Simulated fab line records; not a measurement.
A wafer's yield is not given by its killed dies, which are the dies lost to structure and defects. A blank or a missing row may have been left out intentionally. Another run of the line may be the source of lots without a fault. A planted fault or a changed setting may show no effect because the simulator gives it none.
Matching of chambers    flow sky130    rieDiel-01 running SKY_VIA1_ETCH_14: 4 sister chambers
The step etches BARC in N2/H2, stops on SiO2, time 45.9 s, target depth 60 nm. 4 wafers are shown with their chamber, then 8 later ones without.

## WAFERS, EACH WITH ITS CHAMBER
wafer   chamber  drypumpMotorCurrentA (A)
L085.6  0        5.7
L087.1  1        5.5
L087.4  3        6.1
L090.2  2        6.0

## WAFERS WHOSE CHAMBER IS MISSING
wafer   drypumpMotorCurrentA (A)
L090.3  6.1
L090.4  5.7
L092.3  6.1
L092.4  5.9
L092.6  5.4
L093.3  5.4
L093.4  5.7
L093.5  5.4

## THE CHAMBER EACH PASSED THROUGH
wafer   from the rows above           in truth
L090.3  can't be placed: 3 or 2       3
L090.4  0                             0
L092.3  can't be placed: 3 or 2       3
L092.4  can't be placed: 2 or 3 or 0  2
L092.6  1                             1
L093.3  1                             1
L093.4  0                             0
L093.5  1                             1
5 of 8 placed correctly. Can't be placed from these rows: 3 (the true chamber is among the candidates in 3). Number placed wrongly: 0.
How it was worked out, from the rows above alone: a wafer's distance from a chamber is the root of the sum, over the readings, of the square of ((its reading less the chamber's mean) divided by the reading's scatter). If the next closest chamber is less than 2 further off than the closest, the wafer can't be placed; otherwise it belongs to the closest. A chamber's mean is the mean of its shown wafers. The scatter: root of mean squared gap, hidden wafer to nearest shown wafer, with one shown wafer a chamber.
